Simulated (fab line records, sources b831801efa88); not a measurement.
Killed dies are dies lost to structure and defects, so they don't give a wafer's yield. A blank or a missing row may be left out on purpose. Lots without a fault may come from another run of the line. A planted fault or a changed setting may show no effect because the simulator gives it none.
fab line records | flow gf180mcu
record lots=5 wafers=15 last_day=33
route steps=602 shown VT_IMPLANT@106
lots that met no fault: from a run of the same line without faults
start_h: hours from the record's first day to the start of the lot's first wafer shown | wait_h: hours since the lot's step before | " the same as in the row above | L1.1+2: a row that stands for several wafers | - no value, or no start given | * or withheld: withheld | < > ~ a bound
route shown NAME@n: a module of which the file shows steps, and the number in the route of the first | usual: mean/standard deviation of fault-free wafers | same: alike in all rows | chamber/n: place in a boat | sites: the reading at each site | _std_site: their standard deviation | _edge_site: outer sites' mean less inner sites' | radius_mm: how far each site lies from the wafer's centre | mask NAME#n: copy n | behind: the tool/chamber that last shaped the wafer | hold: why the lot was held/for how many hours/how that ended | device: the transistor (n, p or np) that didn't switch | end of line: the same wafers' tests at the end of the route | a step without rows: its recipe alone | killed: dies lost to structure and defects at the first sort, not the wafer's yield | map: a wafer's dies, x killed, . not, _ none there
set.NAME: the setting as run; set.NAME@STEP: as run at that earlier step | model.NAME: the simulator's own value behind a step, which no gauge read
lots at some steps of the route; a table a step, a row a wafer
services: from which hour (start_h, from the record's first day; less than 0 if before it) a tool's chamber was out of use, for how many hours, and why
## steps
# step GF_VT_IMPLANT_PEB_16
# recipe temp_c=withheld time_s=* resist=NOVOLAK
# columns lot.wafer tool chamber start_h wait_h
L074.1+4+6 litho_track-03 0 - -
L076.2+5+6 litho_track-02 0 - -
L085.2+4+5 litho_track-02 0 - -
L088.2+3+6 litho_track-04 0 - -
L093.3+5+6 litho_track-02 0 - -
# step GF_VT_IMPLANT_DEVELOP_17
# recipe develop_time_s=60 dev_temp_c=23
# columns lot.wafer tool chamber start_h wait_h
L074.1+4+6 litho_track-03 0 126.16 0.1
L076.2+5+6 litho_track-02 0 139.53 0.1
L085.2+4+5 litho_track-02 0 194.68 0.1
L088.2+3+6 litho_track-04 0 218.28 0.1
L093.3+5+6 litho_track-02 0 248.75 0.1
# step GF_VT_IMPLANT_OVL_MEAS_18
# usual VT_IMPLANT_01_OVL=-0.2/1.2
# columns lot.wafer tool chamber start_h wait_h VT_IMPLANT_01_OVL[nm]
L074.1 overlay-01 - 126.31 0.1 -0.1
L074.4 " - " " -0.6
L074.6 " - " " 0.1
L076.2 overlay-02 - 139.66 0.1 0.0
L076.5 " - " " 0.1
L076.6 " - " " -0.9
L085.2 overlay-02 - 194.81 0.1 -0.7
L085.4 " - " " -0.2
L085.5 " - " " 0.1
L088.2 overlay-02 - 218.41 0.1 0.2
L088.3 " - " " -1.0
L088.6 " - " " 0.5
L093.3 overlay-02 - 248.86 0.1 0.6
L093.5 " - " " -1.1
L093.6 " - " " -1.3
# step GF_VT_IMPLANT_IMPLANT_19
# recipe species=As energy_kev=100 dose_cm2=4.35e+12 tilt_deg=7
# usual beam_energy_keV=100.000/0.027 end_station_pressure_torr=4.98e-06/2.7e-07
# columns lot.wafer tool chamber start_h wait_h beam_energy_keV end_station_pressure_torr
L074.1 implanter-04 0 126.35 0.0 99.979 5.05e-06
L074.4 " 0 " " 99.990 5.02e-06
L074.6 " 0 " " 99.976 5.04e-06
L076.2 implanter-02 0 139.71 0.0 100.02 5.06e-06
L076.5 " 0 " " 100.05 4.41e-06
L076.6 " 0 " " 100.04 5.16e-06
L085.2 implanter-04 0 194.86 0.0 99.993 5.25e-06
L085.4 " 0 " " 99.976 4.84e-06
L085.5 " 0 " " 100.02 5.16e-06
L088.2 implanter-04 0 218.47 0.0 99.999 4.92e-06
L088.3 " 0 " " 100.03 4.85e-06
L088.6 " 0 " " 100.02 4.84e-06
L093.3 implanter-03 0 248.94 0.1 100.04 4.97e-06
L093.5 " 0 " " 100.03 4.81e-06
L093.6 " 0 " " 100.02 4.91e-06
# step GF_VT_IMPLANT_STRIP_20
# recipe chemistry=O2/N2 power_w=1400 pressure_mtorr=1500 platen_temp_c=250 o2_flow_sccm=3000 n2_flow_sccm=300 overash_fraction=0.5
# usual drypump_motor_current_A=5.6/0.34 heater_power_w=341/22 n2_flow_sccm=300.1/0.92 oes_product_au=0.715/0.0044 strip_time_to_endpoint_s=12.62/0.036
# columns lot.wafer tool chamber start_h wait_h drypump_motor_current_A heater_power_w n2_flow_sccm oes_product_au rf_hours_counter_h strip_time_to_endpoint_s
L074.1 plasma_asher-02 1 126.50 0.1 5.4 342 301.3 0.715 52 12.56
L074.4 " 0 " " 6.2 306 300.5 0.713 - 12.59
L074.6 " 0 " " 6.2 309 300.4 0.709 - 12.62
L076.2 plasma_asher-03 0 139.84 0.1 5.9 361 301.0 0.708 34 12.62
L076.5 " 1 " " 5.3 372 298.9 0.719 - 12.62
L076.6 " 0 " " 5.9 367 300.1 0.699 - 12.60
L085.2 plasma_asher-04 0 194.99 0.1 5.5 338 300.5 0.709 54 12.65
L085.4 " 1 " " 5.5 333 299.8 0.717 - 12.67
L085.5 " 1 " " 5.4 339 299.0 0.708 - 12.65
L088.2 plasma_asher-04 1 218.59 0.1 5.4 336 299.4 0.715 57 12.65
L088.3 " 1 " " 5.5 340 299.1 0.710 - 12.65
L088.6 " 1 " " 5.5 345 299.1 0.719 - 12.66
L093.3 plasma_asher-04 1 249.07 0.1 5.4 325 299.7 0.715 - 12.62
L093.5 " 0 " " 5.5 343 300.5 0.714 - 12.63
L093.6 " 1 " " 5.4 335 300.0 0.715 - 12.67
# step GF_VT_IMPLANT_TW_MEAS_21
# usual VT_IMPLANT_2_TW=1221/9
# columns lot.wafer tool chamber start_h wait_h VT_IMPLANT_2_TW
L074.1 film_metro-04 - 126.60 0.1 1226
L074.4 " - " " 1225
L074.6 " - " " 1228
L076.2 film_metro-02 - 139.95 0.1 1212
L076.5 " - " " 1213
L076.6 " - " " 1217
L085.2 film_metro-02 - 195.10 0.1 1217
L085.4 " - " " 1219
L085.5 " - " " 1216
L088.2 film_metro-04 - 218.70 0.1 1231
L088.3 " - " " 1229
L088.6 " - " " 1235
L093.3 film_metro-04 - 249.16 0.1 1223
L093.5 " - " " 1232
L093.6 " - " " 1226
# step GF_VT_IMPLANT_DEHYDRATE_22
# recipe temp_c=200 time_s=60
# columns lot.wafer tool chamber start_h wait_h
L074.1+4+6 litho_track-02 0 133.15 6.5
L076.2+5+6 litho_track-02 0 147.43 7.5
L085.2+4+5 litho_track-04 0 203.63 8.5
L088.2+3+6 litho_track-04 0 227.03 8.3
L093.3+5+6 litho_track-04 0 257.95 8.8
# step GF_VT_IMPLANT_HMDS_23
# recipe prime_time_s=60 prime_temp_c=120
# columns lot.wafer tool chamber start_h wait_h
L074.1+4+6 litho_track-02 0 133.30 0.1
L076.2+5+6 litho_track-02 0 147.58 0.1
L085.2+4+5 litho_track-04 0 203.78 0.1
L088.2+3+6 litho_track-04 0 227.18 0.1
L093.3+5+6 litho_track-04 0 258.10 0.1
# step GF_VT_IMPLANT_COAT_24
# recipe resist=NOVOLAK spin_rpm=3000 resist_thk_nm=1000
# columns lot.wafer tool chamber start_h wait_h
L074.1+4+6 litho_track-02 0 133.45 0.1
L076.2+5+6 litho_track-02 0 147.73 0.1
L085.2+4+5 litho_track-04 0 203.93 0.1
L088.2+3+6 litho_track-04 0 227.33 0.1
L093.3+5+6 litho_track-04 0 258.25 0.1
# step GF_VT_IMPLANT_SOFTBAKE_25
# recipe temp_c=90 time_s=60 resist=NOVOLAK
# columns lot.wafer tool chamber start_h wait_h
L074.1+4+6 litho_track-02 0 133.60 0.1
L076.2+5+6 litho_track-02 0 147.88 0.1
L085.2+4+5 litho_track-04 0 204.08 0.1
L088.2+3+6 litho_track-04 0 227.48 0.1
L093.3+5+6 litho_track-04 0 258.40 0.1
# step GF_VT_IMPLANT_EXPOSE_26
# recipe mask_id=LVPWELL_HV_AREA target_cd_nm=860 na=0.6 source_shape=conventional sigma_outer=0.6 dose_mj=140
# same na=0.6
# columns lot.wafer tool chamber start_h wait_h mask
L074.1+4+6 iline_stepper-02 0 - - LVPWELL_HV_AREA#0
L076.2+5+6 iline_stepper-01 0 - - LVPWELL_HV_AREA#0
L085.2+4+5 iline_stepper-02 0 - - LVPWELL_HV_AREA#0
L088.2+3+6 iline_stepper-01 0 - - LVPWELL_HV_AREA#0
L093.3+5+6 iline_stepper-01 0 - - LVPWELL_HV_AREA#0
# step GF_VT_IMPLANT_PEB_27
# recipe temp_c=withheld time_s=* resist=NOVOLAK
# columns lot.wafer tool chamber start_h wait_h
L074.1+4+6 litho_track-03 0 - -
L076.2+5+6 litho_track-04 0 - -
L085.2+4+5 litho_track-02 0 - -
L088.2+3+6 litho_track-02 0 - -
L093.3+5+6 litho_track-02 0 - -
# step GF_VT_IMPLANT_DEVELOP_28
# recipe develop_time_s=60 dev_temp_c=23
# columns lot.wafer tool chamber start_h wait_h
L074.1+4+6 litho_track-03 0 140.61 0.1
L076.2+5+6 litho_track-04 0 155.43 0.1
L085.2+4+5 litho_track-02 0 212.28 0.1
L088.2+3+6 litho_track-02 0 236.48 0.1
L093.3+5+6 litho_track-02 0 267.55 0.1
# step GF_VT_IMPLANT_OVL_MEAS_29
# usual VT_IMPLANT_02_OVL=-1.9/1.1
# columns lot.wafer tool chamber start_h wait_h VT_IMPLANT_02_OVL[nm]
L074.1 overlay-01 - 140.76 0.1 -3.7
L074.4 " - " " -4.0
L074.6 " - " " -4.0
L076.2 overlay-01 - 155.56 0.1 -2.3
L076.5 " - " " -1.1
L076.6 " - " " -2.6
L085.2 overlay-02 - 212.41 0.1 0.1
L085.4 " - " " -1.3
L085.5 " - " " -0.7
L088.2 overlay-02 - 236.61 0.1 -3.3
L088.3 " - " " -0.2
L088.6 " - " " -1.9
L093.3 overlay-02 - 267.66 0.1 -3.4
L093.5 " - " " -2.5
L093.6 " - " " -4.6
# step GF_VT_IMPLANT_IMPLANT_30
# recipe species=B energy_kev=25 dose_cm2=2.534e+12 tilt_deg=7
# usual beam_energy_keV=25.001/0.0072 end_station_pressure_torr=5.01e-06/2.8e-07
# columns lot.wafer tool chamber start_h wait_h beam_energy_keV end_station_pressure_torr
L074.1 implanter-02 0 140.80 0.0 25.010 5.02e-06
L074.4 " 0 " " 25.003 4.5e-06
L074.6 " 0 " " 25.011 4.78e-06
L076.2 implanter-04 0 155.62 0.0 25.008 4.71e-06
L076.5 " 0 " " 24.999 4.72e-06
L076.6 " 0 " " 24.991 5.45e-06
L085.2 implanter-03 0 212.46 0.0 25.000 4.99e-06
L085.4 " 0 " " 25.003 5.06e-06
L085.5 " 0 " " 25.007 4.99e-06
L088.2 implanter-03 0 236.66 0.0 24.993 5.01e-06
L088.3 " 0 " " 24.990 5.17e-06
L088.6 " 0 " " 24.993 5.14e-06
L093.3 implanter-03 0 267.74 0.1 25.006 5.35e-06
L093.5 " 0 " " 25.001 5.01e-06
L093.6 " 0 " " 25.009 4.71e-06
# step GF_VT_IMPLANT_STRIP_31
# recipe chemistry=O2/N2 power_w=1400 pressure_mtorr=1500 platen_temp_c=250 o2_flow_sccm=3000 n2_flow_sccm=300 overash_fraction=0.5
# usual drypump_motor_current_A=5.6/0.34 heater_power_w=333/20 n2_flow_sccm=300.0/0.88 oes_product_au=0.716/0.0045 strip_time_to_endpoint_s=12.62/0.032
# columns lot.wafer tool chamber start_h wait_h drypump_motor_current_A heater_power_w n2_flow_sccm oes_product_au rf_hours_counter_h strip_time_to_endpoint_s
L074.1 plasma_asher-02 0 140.95 0.1 6.2 305 299.9 0.715 53 12.55
L074.4 " 1 " " 5.4 338 300.6 0.717 - 12.58
L074.6 " 0 " " 6.1 300 300.8 0.714 - 12.55
L076.2 plasma_asher-02 0 155.74 0.1 6.2 304 300.7 0.720 55 12.64
L076.5 " 0 " " 6.2 311 299.2 0.716 - 12.62
L076.6 " 1 " " 5.3 349 299.4 0.720 - 12.62
L085.2 plasma_asher-02 0 212.59 0.1 6.2 297 300.9 0.718 61 12.61
L085.4 " 0 " " 6.2 301 300.0 0.723 - 12.67
L085.5 " 0 " " 6.2 304 301.8 0.720 - 12.64
L088.2 plasma_asher-03 0 236.79 0.1 5.9 368 301.7 0.707 45 12.66
L088.3 " 0 " " 5.9 358 301.3 0.716 - 12.62
L088.6 " 1 " " 5.3 369 299.1 0.712 - 12.66
L093.3 plasma_asher-02 0 267.87 0.1 6.2 304 299.7 0.716 - 12.61
L093.5 " 1 " " 5.4 350 300.4 0.717 - 12.59
L093.6 " 0 " " 6.2 311 300.0 0.723 - 12.61
# step GF_VT_IMPLANT_TW_MEAS_32
# usual VT_IMPLANT_3_TW=270.3/2.3
# columns lot.wafer tool chamber start_h wait_h VT_IMPLANT_3_TW
L074.1 film_metro-01 - 141.05 0.1 269.1
L074.4 " - " " 268.2
L074.6 " - " " 268.4
L076.2 film_metro-04 - 155.85 0.1 271.1
L076.5 " - " " 272.8
L076.6 " - " " 273.3
L085.2 film_metro-04 - 212.70 0.1 273.0
L085.4 " - " " 270.9
L085.5 " - " " 270.7
L088.2 film_metro-01 - 236.90 0.1 269.1
L088.3 " - " " 270.1
L088.6 " - " " 269.0
L093.3 film_metro-01 - 267.96 0.1 268.2
L093.5 " - " " 266.8
L093.6 " - " " 266.4
# step GF_VT_IMPLANT_DEHYDRATE_33
# recipe temp_c=200 time_s=60
# columns lot.wafer tool chamber start_h wait_h
L074.1+4+6 litho_track-02 0 148.35 7.3
L076.2+5+6 litho_track-02 0 163.33 7.5
L085.2+4+5 litho_track-03 0 220.64 7.9
L088.2+3+6 litho_track-03 0 245.99 9.1
L093.3+5+6 litho_track-03 0 277.11 9.1
# step GF_VT_IMPLANT_HMDS_34
# recipe prime_time_s=60 prime_temp_c=120
# columns lot.wafer tool chamber start_h wait_h
L074.1+4+6 litho_track-02 0 148.50 0.1
L076.2+5+6 litho_track-02 0 163.48 0.1
L085.2+4+5 litho_track-03 0 220.79 0.1
L088.2+3+6 litho_track-03 0 246.14 0.1
L093.3+5+6 litho_track-03 0 277.26 0.1
# step GF_VT_IMPLANT_COAT_35
# recipe resist=NOVOLAK spin_rpm=3000 resist_thk_nm=1000
# columns lot.wafer tool chamber start_h wait_h
L074.1+4+6 litho_track-02 0 148.65 0.1
L076.2+5+6 litho_track-02 0 163.63 0.1
L085.2+4+5 litho_track-03 0 220.94 0.1
L088.2+3+6 litho_track-03 0 246.29 0.1
L093.3+5+6 litho_track-03 0 277.41 0.1
# step GF_VT_IMPLANT_SOFTBAKE_36
# recipe temp_c=89.55 time_s=60 resist=NOVOLAK
# columns lot.wafer tool chamber start_h wait_h
L074.1+4+6 litho_track-02 0 148.80 0.1
L076.2+5+6 litho_track-02 0 163.78 0.1
L085.2+4+5 litho_track-03 0 221.09 0.1
L088.2+3+6 litho_track-03 0 246.44 0.1
L093.3+5+6 litho_track-03 0 277.56 0.1
# step GF_VT_IMPLANT_EXPOSE_37
# recipe mask_id=Nwell_HV_AREA target_cd_nm=860 na=0.6 source_shape=conventional sigma_outer=0.6 dose_mj=140
# same na=0.6
# columns lot.wafer tool chamber start_h wait_h mask
L074.1+4+6 iline_stepper-02 0 - - Nwell_HV_AREA#0
L076.2+5+6 iline_stepper-02 0 - - Nwell_HV_AREA#0
L085.2+4+5 iline_stepper-01 0 - - Nwell_HV_AREA#0
L088.2+3+6 iline_stepper-02 0 - - Nwell_HV_AREA#0
L093.3+5+6 iline_stepper-01 0 - - Nwell_HV_AREA#0
# step GF_VT_IMPLANT_PEB_38
# recipe temp_c=withheld time_s=* resist=NOVOLAK
# columns lot.wafer tool chamber start_h wait_h
L074.1+4+6 litho_track-02 0 - -
L076.2+5+6 litho_track-02 0 - -
L085.2+4+5 litho_track-03 0 - -
L088.2+3+6 litho_track-03 0 - -
L093.3+5+6 litho_track-02 0 - -
## services
# columns tool chamber start_h hours kind
implanter-02 - 103.97 1.9 repair
plasma_asher-04 - 150.77 9.4 repair
implanter-02 - 168.68 15.7 repair
implanter-02 - 179.31 2.0 repair
implanter-02 - 184.42 124.8 pm
plasma_asher-02 - 214.67 13.5 pm
implanter-04 - 248.04 6.6 repair
implanter-04 - 254.20 8.3 repair
plasma_asher-03 - 258.04 23.3 repair
iline_stepper-01 - 277.90 1.7 pm
plasma_asher-03 - 281.30 15.6 pm
## key
fault none
